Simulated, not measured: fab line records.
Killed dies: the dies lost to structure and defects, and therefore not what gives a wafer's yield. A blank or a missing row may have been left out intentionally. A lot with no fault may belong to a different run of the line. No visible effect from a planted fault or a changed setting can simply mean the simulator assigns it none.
fab line records | flow sky130
record: lots: 11 wafers: 33 lastDay: 50
route steps=708 shown VT_ADJUST_LVTN@115 VT_ADJUST_NCORE@126 SONOS_TUNNEL@166 SONOS_ONO@184
lots that met no fault: from a run of the same line without faults
startH: the number of hours between the record's first day and the start of the first shown wafer of the lot | waitH: hours since the lot's step before | " the same as in the row above | L1.1+2: a single row standing in for several wafers | - either no value or no given start | * or withheld: withheld | < > ~ a bound
route shown NAME@n: a module of which the file shows steps, and the number in the route of the first | usual: mean/standard deviation taken from wafers without a fault | same: alike in all rows | chamber/n: place in a boat | sites: readings site by site | _std_site: their standard deviation | _edge_site: the outer-site mean with the inner-site mean subtracted | radiusMm: how far each site lies from the wafer's centre | mask NAME#n: copy n | behind: the most recent tool/chamber to have shaped the wafer | hold: the reason the lot was held/the length of the hold in hours/how it ended | device: which transistor (n, p or np) failed to switch | end of line: tests run on the same wafers once the route is complete | where a step has no rows: the recipe by itself | killed: at the first sort, the dies lost to defects and structure; wafer yield is something else | map: per-die view of a wafer (x killed, . not killed, _ where there is no die)
set.NAME: the run value of the setting; set.NAME@STEP: its run value at that earlier step | model.NAME: the simulator's own value behind a step, which no gauge read
one table for each step of the route and one row for each wafer, over a sample of lots
services: a tool's chamber out of use, with start hour (startH, from the record's first day; less than 0 if before it), hours out, and reason
== steps ==
step: SKY_VT_ADJUST_LVTN_OVL_MEAS_18
usual: VT_ADJUST_LVTN_01_OVL: -0.9/1.2
columns lot.wafer tool chamber startH waitH VT_ADJUST_LVTN_01_OVL[nm]
L235.2 overlay-02 - 158.87 0.1 -1.8
L235.4 " - " " -0.1
L235.5 " - " " -0.3
L236.1 overlay-01 - 169.10 0.1 -0.6
L236.2 " - " " -0.6
L236.3 " - " " -1.2
L237.1 overlay-01 - 170.35 0.1 -0.9
L237.5 " - " " -1.5
L237.6 " - " " -1.8
L238.1 overlay-02 - 176.60 0.1 -2.9
L238.2 " - " " -2.4
L238.5 " - " " -2.2
L239.3 overlay-01 - 186.67 0.1 -1.8
L239.5 " - " " -0.3
L239.6 " - " " -2.1
L240.1 overlay-01 - 199.25 0.1 -0.8
L240.3 " - " " -1.4
L240.4 " - " " 0.1
L248.1 overlay-02 - 254.86 0.1 -0.8
L248.2 " - " " -0.5
L248.4 " - " " -1.0
L252.2 overlay-02 - 279.96 0.1 -0.8
L252.4 " - " " -0.3
L252.5 " - " " -0.1
L254.1 overlay-01 - 302.65 0.1 0.0
L254.4 " - " " 2.0
L254.5 " - " " 0.4
L256.1 overlay-01 - 308.16 0.1 -0.6
L256.2 " - " " -0.3
L256.3 " - " " 0.2
L258.2 overlay-01 - 324.12 0.1 -1.4
L258.5 " - " " -1.6
L258.6 " - " " -1.3
step: SKY_VT_ADJUST_NCORE_CD_MEAS_07
recipe: targetCdNm: 380
usual: cdNm: 380.5/2.2
columns lot.wafer tool chamber startH waitH cdNm
L235.2 cdSem-01 - 178.88 0.1 378.5
L235.4 " - " " 376.7
L235.5 " - " " 377.1
L236.1 cdSem-01 - 190.31 0.1 381.3
L236.2 " - " " 382.5
L236.3 " - " " 382.4
L237.1 cdSem-02 - 191.65 0.1 382.1
L237.5 " - " " 383.2
L237.6 " - " " 382.9
L238.1 cdSem-02 - 198.25 0.1 379.7
L238.2 " - " " 380.8
L238.5 " - " " 380.4
L239.3 cdSem-02 - 208.44 0.1 383.2
L239.5 " - " " 380.4
L239.6 " - " " 382.6
L240.1 cdSem-02 - 222.40 0.1 380.9
L240.3 " - " " 380.8
L240.4 " - " " 382.2
L248.1 cdSem-01 - 279.15 0.1 381.2
L248.2 " - " " 381.2
L248.4 " - " " 380.5
L252.2 cdSem-01 - 304.97 0.1 380.2
L252.4 " - " " 379.5
L252.5 " - " " 382.2
L254.1 cdSem-01 - 329.55 0.1 383.6
L254.4 " - " " 378.7
L254.5 " - " " 379.5
L256.1 cdSem-01 - 334.60 0.1 378.5
L256.2 " - " " 379.1
L256.3 " - " " 378.9
L258.2 cdSem-01 - 350.77 0.1 378.8
L258.5 " - " " 376.3
L258.6 " - " " 379.8
step: SKY_SONOS_TUNNEL_TW_MEAS_12
usual: SONOS_TUNNEL_TW: 197.7/1.1
columns lot.wafer tool chamber startH waitH SONOS_TUNNEL_TW
L235.2 filmMetro-01 - 247.24 0.0 198.2
L235.4 " - " " 198.4
L235.5 " - " " 198.3
L236.1 filmMetro-02 - 259.62 0.0 198.3
L236.2 " - " " 199.6
L236.3 " - " " 198.3
L237.1 filmMetro-02 - 261.03 0.0 199.1
L237.5 " - " " 199.8
L237.6 " - " " 198.1
L238.1 filmMetro-02 - 268.22 0.0 198.2
L238.2 " - " " 197.4
L238.5 " - " " 198.0
L239.3 filmMetro-02 - 281.34 0.0 200.3
L239.5 " - " " 198.0
L239.6 " - " " 197.9
L240.1 filmMetro-01 - 294.02 0.0 198.4
L240.3 " - " " 199.0
L240.4 " - " " 199.2
L248.1 filmMetro-01 - 358.72 0.0 198.1
L248.2 " - " " 197.4
L248.4 " - " " 197.8
L252.2 filmMetro-01 - 386.30 0.0 197.0
L252.4 " - " " 198.4
L252.5 " - " " 197.4
L254.1 filmMetro-03 - 414.78 0.0 195.1
L254.4 " - " " 196.9
L254.5 " - " " 196.3
L256.1 filmMetro-01 - 421.07 0.0 197.9
L256.2 " - " " 197.8
L256.3 " - " " 198.0
L258.2 filmMetro-01 - 440.25 0.0 197.5
L258.5 " - " " 197.8
L258.6 " - " " 199.2
step: SKY_SONOS_ONO_WET_ETCH_16
recipe: chemistry: dHF targetDepthNm: 14 dry: n2Spin target: SiO2 dilution: 100:1 tempC: 25 timeS: 280
usual: runLengthS: 310/4.2
columns lot.wafer tool chamber startH waitH runLengthS
L235.2 wetBench-03 2 277.43 0.0 307
L235.4 " 2 " " 307
L235.5 " 2 " " 307
L236.1 wetBench-02 1 288.04 0.0 313
L236.2 " 1 " " 313
L236.3 " 1 " " 313
L237.1 wetBench-01 0 291.73 0.0 303
L237.5 " 0 " " 303
L237.6 " 0 " " 303
L238.1 wetBench-03 3 297.79 0.0 307
L238.2 " 3 " " 307
L238.5 " 3 " " 307
L239.3 wetBench-01 1 313.15 0.1 305
L239.5 " 1 " " 305
L239.6 " 1 " " 305
L240.1 wetBench-02 2 324.08 0.0 306
L240.3 " 2 " " 306
L240.4 " 2 " " 306
L248.1 wetBench-02 2 393.98 0.0 606
L248.2 " 2 " " 606
L248.4 " 2 " " 606
L252.2 wetBench-02 3 424.98 0.0 314
L252.4 " 3 " " 314
L252.5 " 3 " " 314
L254.1 wetBench-01 0 450.49 0.0 312
L254.4 " 0 " " 312
L254.5 " 0 " " 312
L256.1 wetBench-01 0 458.83 0.0 304
L256.2 " 0 " " 304
L256.3 " 0 " " 304
L258.2 wetBench-01 1 474.79 0.0 305
L258.5 " 1 " " 305
L258.6 " 1 " " 305
== services ==
columns tool chamber startH hours kind
wetBench-02 - 309.27 4.3 repair
wetBench-03 - 309.47 5.8 repair
wetBench-01 - 318.28 1.1 repair
wetBench-02 - 427.57 2.8 repair
== key ==
firstSign: step: SKY_SONOS_ONO_WET_ETCH_16 reading: runLengthS direction: up sigmas: 71 usual: * struck: *
effect none on later readings
metAt SKY_SONOS_ONO_WET_ETCH_16
struckLots L248
struckWafers L248.1,L248.2,L248.4
testerLeftOut L248
notActingAt SKY_VT_ADJUST_LVTN_OVL_MEAS_18,SKY_VT_ADJUST_NCORE_CD_MEAS_07,SKY_SONOS_TUNNEL_TW_MEAS_12
onsetBetween 324.08 393.98
fault: kind: processParameterDrift tool: wetBench-02 chamber: 2 onsetH: 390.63 steps: SKY_SONOS_ONO_WET_ETCH_16 channel: timeS offset: * shape: step endH: 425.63 actsIn: * stated: *
testerLeftOut: of these lots the tester's yield and bins aren't shown, on N5 and GAA mostly nor the transistor test; their killed dies are dies lost to structure and defects alone, not to doping, threshold or leakage, so they don't give the yield
